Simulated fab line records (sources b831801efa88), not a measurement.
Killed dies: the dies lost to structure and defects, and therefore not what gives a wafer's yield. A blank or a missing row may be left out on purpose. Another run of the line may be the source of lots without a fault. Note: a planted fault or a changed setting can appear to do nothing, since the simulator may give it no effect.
fab line records	flow sky130
record: lots: 6	wafers: 18	lastDay: 47
route steps=708 shown METAL1@434
lots with no fault: from the same line, run without faults
startH: the number of hours between the record's first day and the start of the first shown wafer of the lot	waitH: time in hours since the lot's previous step	" identical to the entry in the row above	L1.1+2: a single row standing in for several wafers	- either no value or no given start	* or withheld: withheld	< > ~ a bound
route shown NAME@n: a module of which the file shows steps, and the number in the route of the first	usual: average and standard deviation across the fault-free wafers	same: alike in all rows	chamber/n: place in a boat	sites: the reading at each site	_std_site: how widely they spread, as a standard deviation	_edge_site: inner sites' mean taken away from outer sites' mean	radiusMm: for every site, how far away it sits from the centre of the wafer	mask NAME#n: copy n	behind: the last tool/chamber to shape the wafer	hold: what put the lot on hold/how long, in hours/how the hold closed	device: which transistor (n, p or np) failed to switch	end of line: tests run on the same wafers once the route is complete	where a step has no rows: the recipe by itself	killed: not the wafer's yield, but the dies lost to structure and defects at the first sort	map: a wafer's dies, x killed, . not, _ none there
set.NAME: setting as actually run; set.NAME@STEP: the setting as run at that earlier step	model.NAME: the simulator's own value behind a step, which no gauge read
a table for each step, a row for each wafer; lots at some steps of the route
services: from which hour (startH, from the record's first day; less than 0 if before it) a tool's chamber was out of use, for how many hours, and why
== steps ==
step: SKY_METAL1_SPUTTER_00
recipe: material: Ti	targetThkNm: 15	powerW: 3000	timeS: 10	chamberPressurePa: 0.4
step: SKY_METAL1_SPUTTER_01
recipe: material: TiN	targetThkNm: 20	powerW: 6500	timeS: 16.7	chamberPressurePa: 0.4
usual: throttleValvePct: 30.0/1
lot.wafer	tool	chamber	startH	waitH	throttleValvePct
L682.3	pvdSputter-04	-	749.01	0.0	30.5
L682.4	"	-	"	"	30.6
L682.6	"	-	"	"	30.2
L685.4	pvdSputter-02	-	759.88	0.0	29.8
L685.5	"	-	"	"	29.0
L685.6	"	-	"	"	29.6
L687.1	pvdSputter-02	-	786.16	0.0	29.1
L687.4	"	-	"	"	32.2
L687.6	"	-	"	"	32.1
L691.3	pvdSputter-02	-	810.50	0.0	29.0
L691.4	"	-	"	"	29.5
L691.5	"	-	"	"	32.1
L700.1	pvdSputter-04	-	866.98	0.0	30.3
L700.2	"	-	"	"	32.2
L700.5	"	-	"	"	30.6
L701.2	pvdSputter-04	-	877.08	0.0	32.1
L701.3	"	-	"	"	30.4
L701.6	"	-	"	"	30.5
step: SKY_METAL1_SPUTTER_02
recipe: material: AlCu	targetThkNm: 250	powerW: 10600	timeS: 13.3	chamberPressurePa: 0.4
usual: throttleValvePct: 30.1/1
lot.wafer	tool	chamber	startH	waitH	throttleValvePct
L682.3	pvdSputter-04	-	749.04	0.0	30.5
L682.4	"	-	"	"	30.5
L682.6	"	-	"	"	30.4
L685.4	pvdSputter-02	-	759.90	0.0	29.6
L685.5	"	-	"	"	29.1
L685.6	"	-	"	"	29.8
L687.1	pvdSputter-02	-	786.19	0.0	29.2
L687.4	"	-	"	"	32.0
L687.6	"	-	"	"	32.1
L691.3	pvdSputter-02	-	810.52	0.0	29.4
L691.4	"	-	"	"	29.4
L691.5	"	-	"	"	32.1
L700.1	pvdSputter-04	-	867.01	0.0	30.4
L700.2	"	-	"	"	32.3
L700.5	"	-	"	"	30.7
L701.2	pvdSputter-04	-	877.11	0.0	32.2
L701.3	"	-	"	"	30.5
L701.6	"	-	"	"	30.3
step: SKY_METAL1_SPUTTER_03
recipe: material: Ti	targetThkNm: 5	powerW: 3000	timeS: 3.3	chamberPressurePa: 0.4
usual: throttleValvePct: 30.0/1
lot.wafer	tool	chamber	startH	waitH	throttleValvePct
L682.3	pvdSputter-04	-	749.06	0.0	30.4
L682.4	"	-	"	"	30.2
L682.6	"	-	"	"	30.5
L685.4	pvdSputter-02	-	759.93	0.0	29.6
L685.5	"	-	"	"	29.0
L685.6	"	-	"	"	29.4
L687.1	pvdSputter-02	-	786.21	0.0	28.8
L687.4	"	-	"	"	32.1
L687.6	"	-	"	"	32.1
L691.3	pvdSputter-02	-	810.55	0.0	29.1
L691.4	"	-	"	"	30.0
L691.5	"	-	"	"	32.3
L700.1	pvdSputter-04	-	867.03	0.0	30.3
L700.2	"	-	"	"	32.1
L700.5	"	-	"	"	30.5
L701.2	pvdSputter-04	-	877.13	0.0	32.3
L701.3	"	-	"	"	30.7
L701.6	"	-	"	"	30.1
step: SKY_METAL1_SPUTTER_04
recipe: material: TiN	targetThkNm: 70	powerW: 6500	timeS: 58.3	chamberPressurePa: 0.4
usual: throttleValvePct: 30.1/1
lot.wafer	tool	chamber	startH	waitH	throttleValvePct
L682.3	pvdSputter-04	-	749.08	0.0	30.8
L682.4	"	-	"	"	30.4
L682.6	"	-	"	"	30.2
L685.4	pvdSputter-02	-	759.95	0.0	29.6
L685.5	"	-	"	"	29.1
L685.6	"	-	"	"	29.4
L687.1	pvdSputter-02	-	786.23	0.0	29.1
L687.4	"	-	"	"	32.0
L687.6	"	-	"	"	32.2
L691.3	pvdSputter-02	-	810.57	0.0	29.3
L691.4	"	-	"	"	29.5
L691.5	"	-	"	"	32.3
L700.1	pvdSputter-04	-	867.05	0.0	30.5
L700.2	"	-	"	"	32.3
L700.5	"	-	"	"	30.3
L701.2	pvdSputter-04	-	877.15	0.0	32.3
L701.3	"	-	"	"	30.2
L701.6	"	-	"	"	30.3
step: SKY_METAL1_RS_MEAS_05
recipe: thkMeasGauge: four-point-probe	reads: TiN_of_METAL1_SPUTTER_04+Ti_of_METAL1_SPUTTER_03+AlCu_of_METAL1_SPUTTER_02+TiN_of_METAL1_SPUTTER_01+Ti_of_METAL1_SPUTTER_00
usual: METAL1_ALCU_RS: 0.1267/0.0013
lot.wafer	tool	chamber	startH	waitH	METAL1_ALCU_RS[ohm/sq]
L682.3	filmMetro-03	-	749.17	0.1	0.1286
L682.4	"	-	"	"	0.1272
L682.6	"	-	"	"	0.1267
L685.4	filmMetro-01	-	760.06	0.1	0.1266
L685.5	"	-	"	"	0.1259
L685.6	"	-	"	"	0.1255
L687.1	filmMetro-01	-	786.28	0.0	0.1264
L687.4	"	-	"	"	0.1260
L687.6	"	-	"	"	0.1267
L691.3	filmMetro-03	-	810.65	0.1	0.1276
L691.4	"	-	"	"	0.1271
L691.5	"	-	"	"	0.1270
L700.1	filmMetro-02	-	867.10	0.0	0.1273
L700.2	"	-	"	"	0.1279
L700.5	"	-	"	"	0.1264
L701.2	filmMetro-03	-	877.22	0.0	0.1273
L701.3	"	-	"	"	0.1289
L701.6	"	-	"	"	0.1287
step: SKY_METAL1_THK_MEAS_06
recipe: thkMeasGauge: xrf	reads: AlCu_of_METAL1_SPUTTER_02
usual: METAL1_ALCU_THK: 254/3
lot.wafer	tool	chamber	startH	waitH	METAL1_ALCU_THK[nm]
L682.3	filmMetro-03	-	749.27	0.1	251
L682.4	"	-	"	"	254
L682.6	"	-	"	"	254
L685.4	filmMetro-01	-	760.15	0.1	254
L685.5	"	-	"	"	255
L685.6	"	-	"	"	256
L687.1	filmMetro-01	-	786.40	0.1	254
L687.4	"	-	"	"	253
L687.6	"	-	"	"	255
L691.3	filmMetro-03	-	810.75	0.1	254
L691.4	"	-	"	"	254
L691.5	"	-	"	"	256
L700.1	filmMetro-02	-	867.22	0.1	253
L700.2	"	-	"	"	253
L700.5	"	-	"	"	255
L701.2	filmMetro-03	-	877.33	0.1	255
L701.3	"	-	"	"	254
L701.6	"	-	"	"	252
step: SKY_METAL1_DEHYDRATE_07
recipe: tempC: 200	timeS: 60
step: SKY_METAL1_HMDS_08
recipe: primeTimeS: 60	primeTempC: 120
step: SKY_METAL1_COAT_09
recipe: resist: BARC	tempC: withheld	timeS: withheld	spinRpm: 3000	resistThkNm: 60
step: SKY_METAL1_COAT_10
recipe: resist: KrF-thick	spinRpm: 3000	resistThkNm: 450
step: SKY_METAL1_SOFTBAKE_11
recipe: tempC: 100	timeS: 90	resist: KrF-thick
step: SKY_METAL1_EXPOSE_12
recipe: maskId: MM1	na: 0.8	sourceShape: annular	sigmaInner: 0.55	sigmaOuter: 0.85	targetCdNm: 140	doseMj: 28
lot.wafer	tool	chamber	startH	waitH	mask
L682.3+4+6	krfScanner-02	0	761.47	-	MM1#0
L685.4+5+6	krfScanner-01	0	774.95	-	MM1#0
L687.1+4+6	krfScanner-02	0	799.41	-	MM1#0
L691.3+4+5	krfScanner-02	0	824.36	-	MM1#0
L700.1+2+5	krfScanner-01	0	880.59	-	MM1#0
L701.2+3+6	krfScanner-01	0	890.84	-	MM1#0
step: SKY_METAL1_PEB_13
recipe: pebTempC: withheld	pebTimeS: withheld	resist: KrF-thick
step: SKY_METAL1_DEVELOP_14
recipe: developTimeS: 60	resist: KrF-thick	devTempC: 21
step: SKY_METAL1_CD_MEAS_15
recipe: targetCdNm: 140
usual: cdNm: 139.9/1.6
lot.wafer	tool	chamber	startH	waitH	hold	cdNm
L682.3	cdSem-01	-	775.76	-	-	138.9
L682.4	"	-	"	"	-	137.9
L682.6	"	-	"	"	-	138.2
L685.4	cdSem-01	-	787.73	-	-	138.2
L685.5	"	-	"	"	-	140.3
L685.6	"	-	"	"	-	141.0
L687.1	cdSem-01	-	812.66	-	-	140.5
L687.4	"	-	"	"	-	142.5
L687.6	"	-	"	"	-	142.5
L691.3	cdSem-01	-	836.21	-	-	139.0
L691.4	"	-	"	"	-	140.3
L691.5	"	-	"	"	-	139.8
L700.1	cdSem-02	-	893.36	-	awaitDispo/0.2h/release	83.9
L700.2	"	-	"	"	awaitDispo/0.2h/release	50.0
L700.5	"	-	"	"	awaitDispo/0.2h/release	79.2
L700.1	cdSem-02	-	893.65	0.3	-	83.7
L700.2	"	-	"	"	-	50.4
L700.5	"	-	"	"	-	79.0
L701.2	cdSem-01	-	902.39	-	awaitDispo/0.2h/release	88.0
L701.3	"	-	"	"	awaitDispo/0.2h/release	86.0
L701.6	"	-	"	"	awaitDispo/0.2h/release	79.3
L701.2	cdSem-01	-	902.67	0.3	-	88.1
L701.3	"	-	"	"	-	85.6
L701.6	"	-	"	"	-	78.8
step: SKY_METAL1_OVL_MEAS_16
usual: METAL1_OVL: 0/5.3
lot.wafer	tool	chamber	startH	waitH	hold	METAL1_OVL[nm]
L682.3	overlay-01	-	775.85	0.1	-	-10
L682.4	"	-	"	"	-	-3
L682.6	"	-	"	"	-	-7
L685.4	overlay-01	-	787.80	0.1	-	-4
L685.5	"	-	"	"	-	3
L685.6	"	-	"	"	-	6
L687.1	overlay-02	-	812.78	0.1	-	-1
L687.4	"	-	"	"	-	1
L687.6	"	-	"	"	-	-3
L691.3	overlay-02	-	836.30	0.1	-	0
L691.4	"	-	"	"	-	4
L691.5	"	-	"	"	-	5
L700.1	overlay-02	-	895.18	1.5	awaitDispo/1.4h/release	1
L700.2	"	-	"	"	awaitDispo/1.4h/release	0
L700.5	"	-	"	"	awaitDispo/1.4h/release	6
L701.2	overlay-01	-	904.00	1.3	awaitDispo/1.2h/release	2
L701.3	"	-	"	"	awaitDispo/1.2h/release	0
L701.6	"	-	"	"	awaitDispo/1.2h/release	7
step: SKY_METAL1_DESCUM_17
recipe: chemistry: O2	sourcePowerW: 150	biasPowerW: 0	pressureMtorr: 10	tempC: 40	timeS: 8
usual: drypumpMotorCurrentA: 5.5/0.53	oesProductAu: 0.997/0.012
same: biasPowerW: 0
lot.wafer	tool	chamber	startH	waitH	drypumpMotorCurrentA	oesProductAu	rfHoursCounterH	model.METAL1.cdNm
L682.3	rieMetal-04	0	775.89	0.0	4.7	0.981	-	138.6
L682.4	"	0	"	"	4.8	0.984	-	137.3
L682.6	"	0	"	"	4.7	0.979	-	137.3
L685.4	rieMetal-03	0	787.83	0.0	5.6	0.989	-	138.9
L685.5	"	1	"	"	5.1	1.002	-	140.2
L685.6	"	0	"	"	5.6	0.988	-	141.4
L687.1	rieMetal-03	0	812.82	0.0	5.6	0.980	5	141.2
L687.4	"	1	"	"	5.1	1.022	-	142.5
L687.6	"	1	"	"	5.1	1.007	-	142.5
L691.3	rieMetal-03	0	836.33	0.0	5.6	0.986	-	138.9
L691.4	"	1	"	"	5.1	1.019	-	139.9
L691.5	"	0	"	"	5.6	0.998	-	140.2
L700.1	rieMetal-03	1	895.22	0.0	5.1	1.010	1	83.8
L700.2	"	0	"	"	5.6	1.000	9	50.26
L700.5	"	1	"	"	5.1	1.010	-	78.72
L701.2	rieMetal-04	0	904.03	0.0	4.8	1.010	2	87.99
L701.3	"	0	"	"	4.7	1.012	-	85.84
L701.6	"	0	"	"	4.7	0.984	-	79.31
step: SKY_METAL1_ETCH_18
recipe: chemistry: N2/H2	target: BARC	ionEnergyEv: 200	biasW: 100	pressureMtorr: 30	n2FlowSccm: 100	h2FlowSccm: 200	icpW: 500	stopOn: SiO2	timeS: 45.9	targetDepthA: 600
step: SKY_METAL1_METAL_ETCH_19
recipe: targetDepthA: 3600	stopOn: SiO2	overEtchFrac: 0.3	timeS: 78	chemistry: Cl2/BCl3	resistSidewallDeg: 88	pressureMtorr: 10	icpW: 900	biasW: 48.5	Cl2_flow_sccm: 60	bcl3FlowSccm: 30
usual: bcl3FlowSccm: 30.00/0.091	drypumpMotorCurrentA: 5.5/0.52	oesProductAu: 0.855/0.0056	throttleValvePct: 22.264/0.0091
lot.wafer	tool	chamber	startH	waitH	bcl3FlowSccm	drypumpMotorCurrentA	oesProductAu	rfHoursCounterH	throttleValvePct	model.METAL1.cdNm
L682.3	rieMetal-04	0	776.12	0.1	29.95	4.8	0.849	-	22.260	135.7
L682.4	"	0	"	"	29.91	4.8	0.851	-	22.263	134.6
L682.6	"	0	"	"	30.02	4.8	0.864	-	22.257	133.1
L685.4	rieMetal-03	0	787.95	0.1	29.99	5.6	0.853	-	22.258	134.8
L685.5	"	1	"	"	29.93	5.1	0.850	-	22.260	138.6
L685.6	"	0	"	"	30.08	5.6	0.853	-	22.260	137.7
L687.1	rieMetal-03	0	812.91	0.0	30.05	5.6	0.852	5	22.279	137.6
L687.4	"	1	"	"	30.08	5.1	0.863	-	22.260	137.2
L687.6	"	1	"	"	30.12	5.1	0.853	-	22.262	137.5
L691.3	rieMetal-03	0	836.45	0.1	30.12	5.6	0.856	-	22.277	139
L691.4	"	1	"	"	30.13	5.1	0.855	-	22.248	137.3
L691.5	"	0	"	"	30.00	5.6	0.852	-	22.263	140
L700.1	rieMetal-03	1	895.32	0.0	29.88	5.1	0.862	1	22.280	81.93
L700.2	"	0	"	"	29.92	5.6	0.852	9	22.259	48.07
L700.5	"	1	"	"	29.94	5.1	0.859	-	22.277	76.05
L701.2	rieMetal-04	0	904.12	0.0	29.82	4.8	0.854	2	22.263	88.76
L701.3	"	0	"	"	30.02	4.8	0.851	-	22.275	85.4
L701.6	"	0	"	"	30.09	4.8	0.849	-	22.261	80.75
step: SKY_METAL1_STRIP_20
recipe: chemistry: O2/N2	powerW: 1400	pressureMtorr: 1500	platenTempC: withheld	o2FlowSccm: 3000	n2FlowSccm: 300	overashFraction: 0.5
usual: drypumpMotorCurrentA: 6.0/0.3	oesProductAu: 0.343/0.0049	stripTimeToEndpointS: 2.71/0.057
lot.wafer	tool	chamber	startH	waitH	drypumpMotorCurrentA	oesProductAu	rfHoursCounterH	stripTimeToEndpointS
L682.3	plasmaAsher-02	1	776.28	0.1	5.5	0.343	-	2.76
L682.4	"	0	"	"	6.4	0.347	-	2.77
L682.6	"	1	"	"	5.5	0.352	-	2.76
L685.4	plasmaAsher-04	0	788.04	0.1	6.1	0.343	-	2.75
L685.5	"	1	"	"	6.0	0.340	-	2.63
L685.6	"	0	"	"	6.1	0.344	-	2.71
L687.1	plasmaAsher-02	1	813.00	0.1	5.5	0.346	7	2.75
L687.4	"	1	"	"	5.5	0.341	-	2.57
L687.6	"	1	"	"	5.5	0.341	-	2.60
L691.3	plasmaAsher-04	0	836.54	0.1	6.1	0.347	-	2.69
L691.4	"	1	"	"	6.0	0.336	-	2.65
L691.5	"	0	"	"	6.1	0.340	-	2.74
L700.1	plasmaAsher-03	1	895.57	0.2	6.0	0.345	77	2.61
L700.2	"	0	"	"	6.1	0.348	77	2.74
L700.5	"	1	"	"	5.9	0.342	-	2.58
L701.2	plasmaAsher-04	0	904.21	0.1	6.1	0.334	110	2.66
L701.3	"	1	"	"	6.0	0.338	-	2.68
L701.6	"	0	"	"	6.1	0.348	-	2.66
== services ==
tool	chamber	startH	hours	kind
plasmaAsher-02	-	733.75	9.0	pm
rieMetal-04	1	735.77	13.5	repair
plasmaAsher-03	-	737.53	1.7	repair
krfScanner-02	-	758.42	0.3	repair
rieMetal-04	-	759.52	0.6	repair
krfScanner-02	-	762.07	4.0	pm
rieMetal-04	-	763.95	1.3	repair
krfScanner-01	-	771.68	0.8	pm
krfScanner-02	-	794.93	1.3	pm
plasmaAsher-02	-	813.79	2.2	repair
krfScanner-02	-	814.48	1.0	pm
krfScanner-01	-	831.80	1.3	pm
krfScanner-02	-	849.92	4.4	pm
rieMetal-03	1	850.45	-	clean
rieMetal-03	1	850.45	14.6	scheduledDown
rieMetal-03	1	850.45	14.6	ventCycle
krfScanner-01	-	856.43	1.0	pm
krfScanner-02	-	857.98	0.8	pm
krfScanner-01	-	860.69	1.9	repair
pvdSputter-04	3	864.69	-	consumableReplace:kit
pvdSputter-04	3	864.69	18.0	scheduledDown
pvdSputter-04	3	864.69	18.0	ventCycle
rieMetal-03	1	876.53	11.0	repair
rieMetal-03	0	897.82	10.2	repair
== key ==
firstSign: step: SKY_METAL1_CD_MEAS_15	reading: visit	direction: added
effect: step: SKY_METAL1_CD_MEAS_15	reading: cdNm	direction: down	sigmas: 39	usual: 139.9	struck: 77.7
modelEffect: step: SKY_METAL1_DESCUM_17	value: METAL1.cdNm	without: 139.8	struck: 77.65
modelEffect: step: SKY_METAL1_METAL_ETCH_19	value: METAL1.cdNm	without: 139	struck: 76.83
metAt SKY_METAL1_EXPOSE_12
struckWafers L700.1,L700.2,L700.5,L701.2,L701.3,L701.6
laterRowsLeftOut L700.1,L700.2,L700.5,L701.2,L701.3,L701.6
sortLeftOut L700.1,L700.2,L700.5,L701.2,L701.3,L701.6
onsetBetween 774.95 880.59
alsoFits time
fault: kind: processParameterDrift	tool: krfScanner-01	chamber: -	onsetH: 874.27	steps: SKY_METAL1_EXPOSE_12	channel: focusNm	offset: 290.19	spreadByWafer: 0.3	shape: step	endH: 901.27
sortLeftOut: the simulated sort isn't trusted on such a fault, so these wafers' sort isn't shown, and their yield isn't known
laterRowsLeftOut: the simulator's readings of these wafers behind a module that went badly wrong aren't trusted and aren't shown, but for the sort
